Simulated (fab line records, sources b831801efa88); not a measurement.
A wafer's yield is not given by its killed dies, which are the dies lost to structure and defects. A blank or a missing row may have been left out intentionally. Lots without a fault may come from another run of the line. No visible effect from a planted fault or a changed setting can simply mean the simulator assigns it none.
fab line records    flow sky130
record lots=5  wafers=15  last_day=49
route steps=708 shown LI_CONTACT@375 LOCAL_INTERCONNECT@387 PAD_OPEN@708
lots untouched by any fault: they come from a run of this same line in which no faults occurred
start_h: start of the lot's first displayed wafer, in hours after the record's first day    wait_h: hours from the lot's prior step to this one    " unchanged from the row above    L1.1+2: several wafers, shown together as one row    - no value, or no start given    * or withheld: withheld    < > ~ a bound
route shown NAME@n: names a module that has steps shown in the file, with the first one's number in the route    usual: mean/standard deviation of fault-free wafers    same: alike in all rows    chamber/n: place in a boat    sites: readings site by site    _std_site: standard deviation of those values    _edge_site: outer sites' mean less inner sites'    radius_mm: how far each site lies from the wafer's centre    mask NAME#n: copy n    behind: tool/chamber where the wafer was last shaped    hold: cause of the lot's hold/its duration in hours/its outcome    device: the n, p or np transistor that did not switch    end of line: the same wafers' tests at the end of the route    for a step that has no rows: nothing shown but its recipe    killed: count of dies lost to structure and defects at first sort (not the wafer's yield)    map: per-die view of a wafer (x killed, . not killed, _ where there is no die)
set.NAME: the setting as run; set.NAME@STEP: as run at that earlier step    model.NAME: the simulator's own value behind a step, which no gauge read
a table for each step, a row for each wafer; lots at some steps of the route
services: from which hour (start_h, from the record's first day; less than 0 if before it) a tool's chamber was out of use, for how many hours, and why
## steps
# step SKY_LI_CONTACT_OVL_MEAS_13
# usual LI_CONTACT_OVL=0/5.6
lot.wafer  tool        chamber  start_h  wait_h  LI_CONTACT_OVL[nm]
L842.4     overlay-02  -        700.47   0.1     -12
L842.5     "           -        "        "       -7
L842.6     "           -        "        "       -3
L846.1     overlay-01  -        730.73   0.1     7
L846.5     "           -        "        "       3
L846.6     "           -        "        "       -1
L850.1     overlay-02  -        761.50   0.1     1
L850.2     "           -        "        "       11
L850.6     "           -        "        "       -1
L854.1     overlay-01  -        789.12   0.1     5
L854.4     "           -        "        "       4
L854.5     "           -        "        "       -2
L857.3     overlay-01  -        825.31   0.1     1
L857.5     "           -        "        "       -2
L857.6     "           -        "        "       -4
# step SKY_LI_CONTACT_ETCH_14
# recipe chemistry=N2/H2  target=BARC  ion_energy_ev=200  source_w=500  bias_w=100  pressure_mtorr=30  n2_flow_sccm=100  h2_flow_sccm=200  stop_on=SiO2  time_s=45.9  target_depth_a=600
# usual chamber_pressure_mTorr=30.001/0.027  drypump_motor_current_A=5.7/0.59  oes_product_au=0.854/0.0047  throttle_valve_pct=13.225/0.009
lot.wafer  tool         chamber  start_h  wait_h  chamber_pressure_mTorr  drypump_motor_current_A  oes_product_au  rf_hours_counter_h  throttle_valve_pct
L842.4     rie_diel-03  2        700.49   0.0     30.038                  5.7                      0.849           15                  13.236
L842.5     "            2        "        "       30.044                  5.7                      0.851           -                   13.215
L842.6     "            1        "        "       30.039                  4.9                      0.853           -                   13.225
L846.1     rie_diel-04  0        730.77   0.0     29.968                  5.3                      0.851           1                   13.231
L846.5     "            2        "        "       29.995                  6.2                      0.846           -                   13.233
L846.6     "            1        "        "       30.006                  4.9                      0.856           -                   13.220
L850.1     rie_diel-03  1        761.53   0.0     29.998                  4.9                      0.845           4                   13.235
L850.2     "            0        "        "       30.007                  6.3                      0.856           0                   13.206
L850.6     "            0        "        "       29.983                  6.3                      0.854           -                   13.217
L854.1     rie_diel-04  1        789.16   0.0     29.979                  4.9                      0.854           10                  13.215
L854.4     "            2        "        "       29.999                  6.2                      0.854           11                  13.232
L854.5     "            1        "        "       29.987                  4.9                      0.855           -                   13.222
L857.3     rie_diel-03  1        825.33   0.0     30.027                  4.9                      0.864           6                   13.226
L857.5     "            0        "        "       29.950                  6.3                      0.862           -                   13.242
L857.6     "            1        "        "       30.036                  5.0                      0.855           -                   13.221
# step SKY_LI_CONTACT_ETCH_15
# recipe target=PSG  chemistry=C4F8/O2/Ar  stop_on=Si  taper_deg=4.15  mask_material=KrF-thick  source_w=1500  bias_w=1200  pressure_mtorr=40  c4f8_flow_sccm=withheld  O2_flow_sccm=6  Ar_flow_sccm=300  time_s=withheld  target_depth_a=6000
# step SKY_LI_CONTACT_STRIP_16
# recipe chemistry=O2/N2  power_w=1400  pressure_mtorr=1500  platen_temp_c=withheld  o2_flow_sccm=3000  n2_flow_sccm=300  overash_fraction=0.5
# step SKY_LI_CONTACT_CLEAN_17
# recipe chemistry=NMP  time_s=600  temp_c=60  dry=n2_spin
# step SKY_LI_CONTACT_PRE_CLEAN_18
# recipe gas=Ar  time_s=5.6  bias_v=358
# step SKY_LI_CONTACT_SPUTTER_19
# recipe material=Ti  target_thk_nm=20  chamber_pressure_pa=5  power_w=2500  substrate_temp_c=200  time_s=106.37
# step SKY_LI_CONTACT_SPUTTER_20
# recipe material=TiN  target_thk_nm=20  chamber_pressure_pa=5  power_w=4000  time_s=80
# usual throttle_valve_pct=30.4/0.69
lot.wafer  tool            chamber  start_h  wait_h  throttle_valve_pct
L842.4     pvd_sputter-03  -        700.98   0.0     30.6
L842.5     "               -        "        "       30.2
L842.6     "               -        "        "       30.9
L846.1     pvd_sputter-02  -        731.28   0.0     29.8
L846.5     "               -        "        "       31.6
L846.6     "               -        "        "       29.9
L850.1     pvd_sputter-02  -        762.03   0.0     29.9
L850.2     "               -        "        "       29.6
L850.6     "               -        "        "       29.5
L854.1     pvd_sputter-01  -        789.67   0.0     30.4
L854.4     "               -        "        "       31.7
L854.5     "               -        "        "       30.6
L857.3     pvd_sputter-01  -        825.83   0.0     30.3
L857.5     "               -        "        "       29.9
L857.6     "               -        "        "       30.4
# step SKY_LI_CONTACT_CVD_21
# recipe material=W  target_thk_nm=400  time_s=120.56  temp_c=400  pressure_torr=40
# usual heater_power_w=801/110
lot.wafer  tool      chamber  start_h  wait_h  heater_power_w
L842.4     cvd_w-02  1        701.09   0.1     894
L842.5     "         1        "        "       899
L842.6     "         0        "        "       944
L846.1     cvd_w-02  1        731.34   0.0     911
L846.5     "         0        "        "       945
L846.6     "         1        "        "       918
L850.1     cvd_w-02  1        762.09   0.0     897
L850.2     "         0        "        "       961
L850.6     "         0        "        "       954
L854.1     cvd_w-01  1        789.73   0.0     728
L854.4     "         0        "        "       678
L854.5     "         1        "        "       700
L857.3     cvd_w-02  0        825.93   0.1     955
L857.5     "         0        "        "       960
L857.6     "         1        "        "       939
# step SKY_LI_CONTACT_RS_MEAS_22
# recipe thk_meas_gauge=four-point-probe  reads=W_of_LI_CONTACT_CVD_21+TiN_of_LI_CONTACT_SPUTTER_20+Ti_of_LI_CONTACT_SPUTTER_19
# usual LI_CONTACT_W_RS=0.284/0.0031
lot.wafer  tool           chamber  start_h  wait_h  LI_CONTACT_W_RS[ohm/sq]
L842.4     film_metro-04  -        701.23   0.1     0.286
L842.5     "              -        "        "       0.280
L842.6     "              -        "        "       0.285
L846.1     film_metro-03  -        731.47   0.1     0.279
L846.5     "              -        "        "       0.284
L846.6     "              -        "        "       0.281
L850.1     film_metro-03  -        762.22   0.1     0.282
L850.2     "              -        "        "       0.280
L850.6     "              -        "        "       0.278
L854.1     film_metro-03  -        789.86   0.1     0.280
L854.4     "              -        "        "       0.288
L854.5     "              -        "        "       0.283
L857.3     film_metro-03  -        826.06   0.1     0.281
L857.5     "              -        "        "       0.282
L857.6     "              -        "        "       0.287
# step SKY_LI_CONTACT_THK_MEAS_23
# recipe thk_meas_gauge=xrf  reads=W_of_LI_CONTACT_CVD_21
# usual LI_CONTACT_W_THK=414/5.7
lot.wafer  tool           chamber  start_h  wait_h  LI_CONTACT_W_THK[nm]
L842.4     film_metro-04  -        701.32   0.1     412
L842.5     "              -        "        "       417
L842.6     "              -        "        "       413
L846.1     film_metro-03  -        731.59   0.1     419
L846.5     "              -        "        "       414
L846.6     "              -        "        "       415
L850.1     film_metro-03  -        762.34   0.1     414
L850.2     "              -        "        "       413
L850.6     "              -        "        "       420
L854.1     film_metro-03  -        789.98   0.1     409
L854.4     "              -        "        "       402
L854.5     "              -        "        "       406
L857.3     film_metro-03  -        826.16   0.1     417
L857.5     "              -        "        "       416
L857.6     "              -        "        "       409
# step SKY_LI_CONTACT_CMP_24
# recipe stop_on=PSG  t_overpolish_s=20  down_force_psi=3.5  platen_rpm=60  target_thk_nm=0  pad_velocity_m_s=0.94248
# step SKY_LOCAL_INTERCONNECT_SPUTTER_00
# recipe material=TiN  target_thk_nm=100  temp_c=300  power_w=6500  time_s=83.3  chamber_pressure_pa=0.4
# usual substrate_temp_c=299.99/0.2  throttle_valve_pct=30.5/0.88
lot.wafer  tool            chamber  start_h  wait_h  substrate_temp_c  throttle_valve_pct  model.TiN_of_LOCAL_INTERCONNECT_SPUTTER_00.thk_nm
L842.4     pvd_sputter-04  -        701.65   0.1     300.27            29.2                100.8
L842.5     "               -        "        "       300.14            32.2                99.69
L842.6     "               -        "        "       299.97            30.2                101.4
L846.1     pvd_sputter-01  -        731.95   0.2     299.73            31.6                100.1
L846.5     "               -        "        "       299.68            31.9                99.84
L846.6     "               -        "        "       299.66            29.9                100.9
L850.1     pvd_sputter-01  -        762.70   0.2     299.83            30.2                99.22
L850.2     "               -        "        "       299.95            31.5                100.9
L850.6     "               -        "        "       299.88            31.8                100.2
L854.1     pvd_sputter-04  -        790.34   0.2     300.21            32.2                98.96
L854.4     "               -        "        "       300.31            30.8                102.5
L854.5     "               -        "        "       299.69            29.4                101.4
L857.3     pvd_sputter-04  -        826.50   0.2     300.08            30.2                117.4
L857.5     "               -        "        "       299.80            30.3                117
L857.6     "               -        "        "       299.89            30.8                101.3
# step SKY_LOCAL_INTERCONNECT_RS_MEAS_01
# recipe thk_meas_gauge=four-point-probe  reads=TiN_of_LOCAL_INTERCONNECT_SPUTTER_00
# usual LOCAL_INTERCONNECT_TIN_RS=14.08/0.17
lot.wafer  tool           chamber  start_h  wait_h  LOCAL_INTERCONNECT_TIN_RS[ohm/sq]
L842.4     film_metro-02  -        701.77   0.1     14.02
L842.5     "              -        "        "       14.17
L842.6     "              -        "        "       13.93
L846.1     film_metro-01  -        732.01   0.0     14.12
L846.5     "              -        "        "       14.14
L846.6     "              -        "        "       13.95
L850.1     film_metro-03  -        762.76   0.0     14.25
L850.2     "              -        "        "       13.99
L850.6     "              -        "        "       14.13
L854.1     film_metro-03  -        790.40   0.0     14.31
L854.4     "              -        "        "       13.79
L854.5     "              -        "        "       13.97
L857.3     film_metro-02  -        826.60   0.1     11.97
L857.5     "              -        "        "       11.99
L857.6     "              -        "        "       13.95
# step SKY_LOCAL_INTERCONNECT_THK_MEAS_02
# recipe thk_meas_gauge=xrf  reads=TiN_of_LOCAL_INTERCONNECT_SPUTTER_00
# usual LOCAL_INTERCONNECT_TIN_THK=99.1/1.2
lot.wafer  tool           chamber  start_h  wait_h  LOCAL_INTERCONNECT_TIN_THK[nm]
L842.4     film_metro-02  -        701.86   0.1     99.5
L842.5     "              -        "        "       98.4
L842.6     "              -        "        "       100.1
L846.1     film_metro-01  -        732.13   0.1     98.7
L846.5     "              -        "        "       98.2
L846.6     "              -        "        "       99.7
L850.1     film_metro-03  -        762.88   0.1     98.2
L850.2     "              -        "        "       99.6
L850.6     "              -        "        "       99.2
L854.1     film_metro-03  -        790.52   0.1     97.9
L854.4     "              -        "        "       101.4
L854.5     "              -        "        "       100.7
L857.3     film_metro-02  -        826.70   0.1     116.0
L857.5     "              -        "        "       115.5
L857.6     "              -        "        "       99.8
# step SKY_LOCAL_INTERCONNECT_DEHYDRATE_03
# recipe temp_c=200  time_s=60
# step SKY_LOCAL_INTERCONNECT_HMDS_04
# recipe prime_time_s=60  prime_temp_c=120
# step SKY_LOCAL_INTERCONNECT_COAT_05
# recipe resist=BARC  temp_c=withheld  time_s=withheld  spin_rpm=3000  resist_thk_nm=60
# step SKY_LOCAL_INTERCONNECT_COAT_06
# recipe resist=KrF-thick  spin_rpm=3000  resist_thk_nm=450
# step SKY_LOCAL_INTERCONNECT_SOFTBAKE_07
# recipe temp_c=100  time_s=90  resist=KrF-thick
# step SKY_LOCAL_INTERCONNECT_EXPOSE_08
# recipe mask_id=LI1M  na=0.8  source_shape=annular  sigma_inner=0.55  sigma_outer=0.85  target_cd_nm=170  dose_mj=28
# step SKY_LOCAL_INTERCONNECT_PEB_09
# recipe peb_temp_c=withheld  peb_time_s=withheld  resist=KrF-thick
# step SKY_LOCAL_INTERCONNECT_DEVELOP_10
# recipe develop_time_s=60  resist=KrF-thick  dev_temp_c=21
# step SKY_LOCAL_INTERCONNECT_CD_MEAS_11
# recipe target_cd_nm=170
# usual cd_nm=170.0/1.5
lot.wafer  tool       chamber  start_h  wait_h  cd_nm
L842.4     cd_sem-02  -        730.39   -       171.4
L842.5     "          -        "        "       170.8
L842.6     "          -        "        "       169.4
L846.1     cd_sem-02  -        759.38   -       169.4
L846.5     "          -        "        "       170.0
L846.6     "          -        "        "       170.9
L850.1     cd_sem-01  -        789.66   -       167.5
L850.2     "          -        "        "       167.5
L850.6     "          -        "        "       168.0
L854.1     cd_sem-01  -        817.41   -       168.9
L854.4     "          -        "        "       168.7
L854.5     "          -        "        "       167.7
L857.3     cd_sem-02  -        853.00   -       169.9
L857.5     "          -        "        "       170.9
L857.6     "          -        "        "       170.8
# step SKY_LOCAL_INTERCONNECT_OVL_MEAS_12
# usual LOCAL_INTERCONNECT_OVL=-3/5.5
lot.wafer  tool        chamber  start_h  wait_h  LOCAL_INTERCONNECT_OVL[nm]
L842.4     overlay-01  -        730.47   0.1     -4
L842.5     "           -        "        "       -6
L842.6     "           -        "        "       -5
L846.1     overlay-01  -        759.50   0.1     2
L846.5     "           -        "        "       6
L846.6     "           -        "        "       11
L850.1     overlay-02  -        789.78   0.1     -8
L850.2     "           -        "        "       -8
L850.6     "           -        "        "       -11
L854.1     overlay-01  -        817.53   0.1     2
L854.4     "           -        "        "       0
L854.5     "           -        "        "       -2
L857.3     overlay-02  -        853.10   0.1     0
L857.5     "           -        "        "       -4
L857.6     "           -        "        "       3
# step SKY_LOCAL_INTERCONNECT_ETCH_13
# recipe chemistry=N2/H2  target=BARC  ion_energy_ev=200  bias_w=100  pressure_mtorr=30  n2_flow_sccm=100  h2_flow_sccm=200  icp_w=500  stop_on=SiO2  time_s=45.9  target_depth_a=600
# usual chamber_pressure_mTorr=30.000/0.026  drypump_motor_current_A=5.69/0.28  oes_product_au=0.855/0.0047  throttle_valve_pct=13.224/0.0095
lot.wafer  tool          chamber  start_h  wait_h  chamber_pressure_mTorr  drypump_motor_current_A  oes_product_au  rf_hours_counter_h  throttle_valve_pct
L842.4     rie_metal-01  1        730.51   0.0     30.034                  5.35                     0.858           -                   13.224
L842.5     "             0        "        "       29.979                  5.66                     0.855           -                   13.220
L842.6     "             1        "        "       29.999                  5.36                     0.852           -                   13.214
L846.1     rie_metal-01  1        759.54   0.0     29.999                  5.35                     0.858           6.3                 13.213
L846.5     "             1        "        "       30.014                  5.36                     0.851           -                   13.224
L846.6     "             0        "        "       29.981                  5.65                     0.862           -                   13.201
L850.1     rie_metal-04  0        789.82   0.0     30.016                  5.47                     0.851           5.4                 13.231
L850.2     "             1        "        "       29.986                  5.64                     0.851           6.9                 13.224
L850.6     "             0        "        "       29.981                  5.47                     0.850           -                   13.223
L854.1     rie_metal-04  1        817.57   0.0     29.997                  5.63                     0.859           7.5                 13.219
L854.4     "             1        "        "       30.022                  5.65                     0.852           -                   13.232
L854.5     "             1        "        "       29.978                  5.65                     0.858           -                   13.222
L857.3     rie_metal-01  1        853.14   0.0     30.012                  5.35                     0.862           -                   13.240
L857.5     "             1        "        "       29.966                  5.36                     0.862           -                   13.205
L857.6     "             0        "        "       29.972                  5.69                     0.857           -                   13.220
# step SKY_LOCAL_INTERCONNECT_METAL_ETCH_14
# recipe target_depth_nm=110  stop_on=PSG  chemistry=Cl2/BCl3  target=TiN  resist_sidewall_deg=88  pressure_mtorr=10  icp_w=900  bias_w=48.5  Cl2_flow_sccm=60  bcl3_flow_sccm=30  time_s=31.4
# usual chamber_pressure_mTorr=10.001/0.01  drypump_motor_current_A=5.68/0.28  oes_product_au=0.943/0.0079  throttle_valve_pct=21.900/0.0093
lot.wafer  tool          chamber  start_h  wait_h  chamber_pressure_mTorr  drypump_motor_current_A  oes_product_au  rf_hours_counter_h  throttle_valve_pct
L842.4     rie_metal-01  1        730.57   0.0     10.003                  5.35                     0.943           -                   21.896
L842.5     "             0        "        "       10.011                  5.68                     0.936           -                   21.916
L842.6     "             1        "        "       10.001                  5.35                     0.960           -                   21.897
L846.1     rie_metal-01  1        759.60   0.0     9.992                   5.32                     0.939           6.3                 21.912
L846.5     "             1        "        "       9.987                   5.35                     0.940           -                   21.904
L846.6     "             0        "        "       9.979                   5.67                     0.952           -                   21.902
L850.1     rie_metal-04  0        789.88   0.0     10.000                  5.44                     0.932           5.4                 21.896
L850.2     "             1        "        "       10.012                  5.68                     0.944           6.9                 21.903
L850.6     "             0        "        "       10.009                  5.45                     0.937           -                   21.901
L854.1     rie_metal-04  1        817.63   0.0     10.010                  5.62                     0.932           7.6                 21.908
L854.4     "             1        "        "       9.982                   5.64                     0.961           -                   21.884
L854.5     "             1        "        "       10.012                  5.63                     0.949           -                   21.903
L857.3     rie_metal-01  1        853.20   0.0     9.994                   5.34                     1.014           -                   21.873
L857.5     "             1        "        "       10.005                  5.35                     1.008           -                   21.857
L857.6     "             0        "        "       9.989                   5.63                     0.950           -                   21.896
# step SKY_LOCAL_INTERCONNECT_STRIP_15
# recipe chemistry=O2/N2  power_w=1400  pressure_mtorr=1500  platen_temp_c=withheld  o2_flow_sccm=3000  n2_flow_sccm=300  overash_fraction=0.5
# usual chamber_pressure_mTorr=1500.0/1.3  drypump_motor_current_A=5.52/0.2  oes_product_au=0.426/0.0045  strip_time_to_endpoint_s=4.715/0.022
lot.wafer  tool             chamber  start_h  wait_h  chamber_pressure_mTorr  drypump_motor_current_A  oes_product_au  rf_hours_counter_h  strip_time_to_endpoint_s
L842.4     plasma_asher-03  1        730.63   0.1     1503.1                  5.91                     0.430           -                   4.723
L842.5     "                1        "        "       1500.6                  5.91                     0.426           -                   4.723
L842.6     "                0        "        "       1500.1                  5.22                     0.428           -                   4.714
L846.1     plasma_asher-01  0        759.65   0.0     1500.5                  5.55                     0.421           2                   4.709
L846.5     "                0        "        "       1499.9                  5.56                     0.422           -                   4.711
L846.6     "                1        "        "       1498.4                  5.42                     0.418           -                   4.704
L850.1     plasma_asher-02  1        789.93   0.0     1497.3                  5.74                     0.421           99                  4.705
L850.2     "                0        "        "       1501.2                  5.38                     0.426           99                  4.718
L850.6     "                0        "        "       1497.5                  5.37                     0.419           -                   4.711
L854.1     plasma_asher-01  1        817.68   0.0     1500.1                  5.42                     0.424           8                   4.707
L854.4     "                0        "        "       1498.1                  5.51                     0.435           -                   4.679
L854.5     "                0        "        "       1500.3                  5.54                     0.427           -                   4.706
L857.3     plasma_asher-03  1        853.27   0.1     1499.7                  5.90                     0.436           -                   4.703
L857.5     "                0        "        "       1499.7                  5.20                     0.420           -                   4.743
L857.6     "                1        "        "       1501.7                  5.90                     0.421           -                   4.751
# step SKY_LOCAL_INTERCONNECT_STRIP_16
# recipe chemistry=post_etch_residue_remover  time_s=1200  temp_c=72.5
lot.wafer  tool          chamber  start_h  wait_h  model.TiN_of_LOCAL_INTERCONNECT_SPUTTER_00.thk_nm
L842.4     wet_bench-04  2        730.70   0.0     100.4
L842.5     "             2        "        "       99.26
L842.6     "             2        "        "       101
L846.1     wet_bench-01  0        759.75   0.1     99.67
L846.5     "             0        "        "       99.42
L846.6     "             0        "        "       100.5
L850.1     wet_bench-01  1        790.03   0.1     98.81
L850.2     "             1        "        "       100.4
L850.6     "             1        "        "       99.75
L854.1     wet_bench-03  2        817.78   0.1     98.54
L854.4     "             2        "        "       102
L854.5     "             2        "        "       100.9
L857.3     wet_bench-04  0        853.33   0.0     117
L857.5     "             0        "        "       116.6
L857.6     "             0        "        "       100.8
# step SKY_LOCAL_INTERCONNECT_CLEAN_17
# recipe chemistry=IPA  time_s=180  temp_c=25
# step SKY_PAD_OPEN_PROBE_99
# usual killed_at_M0_to_M3=45/6.6  killed_at_M4_up=3.1/1.6  killed_at_contacts=24/5  killed_at_front_end=14/4.4  killed_at_other=0.3/0.58  killed_dies=87/9.2  killed_open=47/6.7  killed_short=40/6.4
# same gross_dies=492  killed_at_back_side=0
lot.wafer  tool       chamber  start_h  wait_h  killed_at_M0_to_M3  killed_at_M4_up  killed_at_contacts  killed_at_front_end  killed_at_other  killed_dies  killed_open  killed_short
L842.4     prober-02  -        1096.06  0.2     49                  1                16                  11                   1                78           39           39
L842.5     prober-02  -        1096.11  0.2     39                  2                18                  7                    2                68           39           29
L842.6     prober-02  -        1096.16  0.2     33                  2                23                  12                   1                71           34           37
L846.1     prober-02  -        1118.34  0.1     52                  2                29                  21                   0                104          55           49
L846.5     prober-02  -        1118.54  0.2     54                  7                25                  6                    0                92           54           38
L846.6     prober-02  -        1118.59  0.2     48                  4                25                  13                   0                90           51           39
L857.3     prober-02  -        1182.10  0.2     51                  5                15                  13                   1                85           47           38
L857.5     prober-02  -        1182.20  0.2     46                  3                15                  16                   0                80           44           36
L857.6     prober-02  -        1182.25  0.2     44                  0                20                  15                   1                80           46           34
# killed by level:class
L842.4 VIA3:geometric_particle:open=10 VIA2:geometric_particle:short=9 VIA1:geometric_particle:open=8 METAL2:geometric_particle:short=5 CONTACT:geometric_particle:open=5 METAL1:geometric_particle:short=5 LI_CONTACT:geometric_particle:open=4 METAL1:geometric_particle:open=4
L842.5 VIA2:geometric_particle:open=11 VIA1:geometric_particle:open=7 LI_CONTACT:geometric_particle:open=6 LOCAL_INTERCONNECT:geometric_particle:short=4 METAL1:geometric_particle:short=4 METAL2:geometric_particle:short=4 VIA2:geometric_particle:short=4 VIA3:geometric_particle:open=4
L842.6 LI_CONTACT:geometric_particle:short=6 CONTACT:geometric_particle:short=6 VIA2:geometric_particle:open=6 VIA3:geometric_particle:open=6 CONTACT:geometric_particle:open=5 FIELD_ISO:geometric_particle:short=4 VIA1:geometric_particle:open=4 POLY_GATE:geometric_particle:open=3
L846.1 CONTACT:geometric_particle:open=13 VIA1:geometric_particle:open=10 VIA3:geometric_particle:short=8 VIA3:geometric_particle:open=8 POLY_GATE:geometric_particle:short=7 POLY_GATE:geometric_particle:open=7 METAL3:geometric_particle:short=6 LI_CONTACT:geometric_particle:open=6
L846.5 CONTACT:geometric_particle:open=11 VIA2:geometric_particle:open=11 VIA1:geometric_particle:open=10 VIA3:geometric_particle:open=6 VIA1:geometric_particle:short=6 LOCAL_INTERCONNECT:geometric_particle:short=5 LI_CONTACT:geometric_particle:open=5 METAL1:geometric_particle:short=5
L846.6 VIA1:geometric_particle:open=13 LI_CONTACT:geometric_particle:open=8 CONTACT:geometric_particle:open=8 METAL2:geometric_particle:short=8 POLY_GATE:geometric_particle:open=4 VIA2:geometric_particle:short=4 CONTACT:geometric_particle:short=4 VIA1:geometric_particle:short=4
L857.3 VIA1:geometric_particle:open=13 VIA3:geometric_particle:open=8 VIA1:geometric_particle:short=7 VIA2:geometric_particle:open=7 METAL2:geometric_particle:short=6 LI_CONTACT:geometric_particle:open=5 POLY_GATE:geometric_particle:short=4 METAL4:geometric_particle:short=4
L857.5 VIA1:geometric_particle:open=15 POLY_GATE:geometric_particle:open=8 VIA2:geometric_particle:open=8 METAL2:geometric_particle:short=7 CONTACT:geometric_particle:open=6 CONTACT:geometric_particle:short=5 VIA1:geometric_particle:short=4 METAL1:geometric_particle:short=4
L857.6 CONTACT:geometric_particle:open=9 VIA1:geometric_particle:open=9 VIA3:geometric_particle:open=8 VIA1:geometric_particle:short=7 FIELD_ISO:geometric_particle:short=5 METAL2:geometric_particle:short=5 FIELD_ISO:geometric_particle:open=4 LI_CONTACT:geometric_particle:open=4
## services
tool             chamber  start_h  hours  kind
rie_diel-04      -        688.44   0.2    repair
pvd_sputter-03   -        693.99   0.9    repair
plasma_asher-03  -        700.71   2.8    pm
plasma_asher-03  -        706.02   11.1   repair
rie_metal-04     1        708.23   1.9    repair
wet_bench-01     -        708.58   3.4    repair
pvd_sputter-01   -        708.84   4.2    repair
plasma_asher-01  -        733.75   9.0    pm
pvd_sputter-03   -        747.19   1.1    repair
rie_metal-01     1        748.65   1.4    repair
pvd_sputter-04   -        750.07   5.3    repair
plasma_asher-03  -        754.58   12.2   pm
rie_diel-04      -        762.73   2.8    pm
plasma_asher-01  -        770.12   3.0    repair
rie_diel-03      2        780.68   25.0   repair
rie_diel-03      -        785.31   0.6    repair
pvd_sputter-04   -        796.37   2.6    repair
pvd_sputter-02   -        809.80   2.2    repair
pvd_sputter-03   -        810.95   59.8   repair
pvd_sputter-03   -        814.59   5.3    repair
cvd_w-02         0        835.48   8.7    repair
pvd_sputter-02   -        839.16   3.3    repair
plasma_asher-01  -        842.92   1.7    repair
pvd_sputter-04   -        847.75   4.6    repair
## key
first_sign step=SKY_LOCAL_INTERCONNECT_RS_MEAS_01  reading=LOCAL_INTERCONNECT_TIN_RS  direction=down  sigmas=12  usual=14.08  struck=11.98
effect step=SKY_LOCAL_INTERCONNECT_THK_MEAS_02  reading=LOCAL_INTERCONNECT_TIN_THK  direction=up  sigmas=14  usual=99.1  struck=115.8
effect step=SKY_LOCAL_INTERCONNECT_METAL_ETCH_14  reading=oes_product_au  direction=up  sigmas=8.6  usual=0.943  struck=1.011
model_effect step=SKY_LOCAL_INTERCONNECT_SPUTTER_00  value=TiN_of_LOCAL_INTERCONNECT_SPUTTER_00.thk_nm  without=100.5  struck=117.2
model_effect step=SKY_LOCAL_INTERCONNECT_STRIP_16  value=TiN_of_LOCAL_INTERCONNECT_SPUTTER_00.thk_nm  without=100.1  struck=116.8
met_at SKY_LOCAL_INTERCONNECT_SPUTTER_00
struck_wafers L857.3,L857.5
tester_left_out L857
onset_between 701.65 826.50
fault kind=process_parameter_drift  tool=pvd_sputter-04  chamber=-  onset_h=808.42  steps=SKY_LOCAL_INTERCONNECT_SPUTTER_00  channel=time_s  offset=*  shape=step  end_h=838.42  acts_in=*  stated=*  scope=struck_wafers_only
# tester_left_out: of these lots the tester's yield and bins aren't shown, on N5 and GAA mostly nor the transistor test; their killed dies are dies lost to structure and defects alone, not to doping, threshold or leakage, so they don't give the yield
